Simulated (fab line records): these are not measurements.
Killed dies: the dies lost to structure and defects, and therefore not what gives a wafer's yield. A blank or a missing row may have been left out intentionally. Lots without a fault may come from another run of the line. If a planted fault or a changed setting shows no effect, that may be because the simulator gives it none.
A lot that was struck, set against a sound lot    flow gf180mcu    14 steps out of a route of 602
Sound: these wafers, L973.1, L973.2, L973.4. Wafers struck: L980.1, L980.2, L980.3. Last of all comes the cause.
Per side, at each step with rows, come the tool, then ch with its chambers, and then its first start. Under that, the readings that differ: sound wafers    struck wafers    difference of the means    sigmas: that difference in standard deviations of wafers without a fault.
alike: readings whose means differ by less than 2 such deviations, and words and numbers that are the same on both sides. not compared: withheld readings, readings that some wafer has no value for, bounds like >300 that may hide the same value, and numbers for which the record gives no deviation and whose values overlap.
A row with sigmas, a row that says differs or no value, or rows on one side alone: a step with any of these is where the two part. Numbers that don't overlap but have no deviation are shown without sigmas and don't part them. A reading that every wafer of one side lacks parts them only if that side has two wafers or more.

first, 2 steps without rows for these wafers: GF_NSD_PEB_05; GF_NSD_DEVELOP_06 (develop time 60 s).
GF_NSD_CD_MEAS_07 targets a cd of 400 nm.
  sound: cd_sem-02 at day 17 03:42; struck: cd_sem-01 at day 19 12:30
  alike: cd_nm
GF_NSD_OVL_MEAS_08:
  sound: overlay-01 at day 17 03:49; struck: overlay-02 at day 19 12:37
  alike: NSD_OVL
then, 2 steps without rows for these wafers: GF_NSD_IMPLANT_09; GF_NSD_IMPLANT_10.
GF_NSD_STRIP_11: strips in O2/N2.
  sound on plasma_asher-03 ch 0,1, day 17 04:10; struck on plasma_asher-04 ch 0,1, day 19 12:58
  alike: drypump_motor_current_A, heater_power_w, o2_flow_sccm, oes_product_au, platen_temp_c, strip_time_to_endpoint_s
  not compared: rf_hours_counter_h
GF_NSD_TW_MEAS_12:
  sound: film_metro-01 at day 17 04:16; struck: film_metro-03 at day 19 13:04
  alike: NSD_TW
then, 4 steps without rows for these wafers: GF_PSD_DEHYDRATE_00 (time 60 s); GF_PSD_HMDS_01 (prime time 60 s); GF_PSD_COAT_02 (resist thk 1000 nm); GF_PSD_SOFTBAKE_03 (time 60 s).
GF_PSD_EXPOSE_04: exposes mask Pplus, target cd 400 nm.
  struck on iline_stepper-01, day 20 01:09; sound on iline_stepper-01 ch 0, day 17 15:47
  no value came back on the struck wafers for exposure_dose_mJ_cm2, focus_offset_nm (nm), na; on the sound wafers exposure_dose_mJ_cm2 reads 140.13 140.13 140.11
  alike: mask
after that, 1 step had no rows for these wafers: GF_PSD_PEB_05.

WHERE THEY PART
Only at GF_PSD_EXPOSE_04, within this record.

WHY: the cause the simulator had injected
Skipped step whole: iline_stepper-01, from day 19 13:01 on, at GF_PSD_EXPOSE_04. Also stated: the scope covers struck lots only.
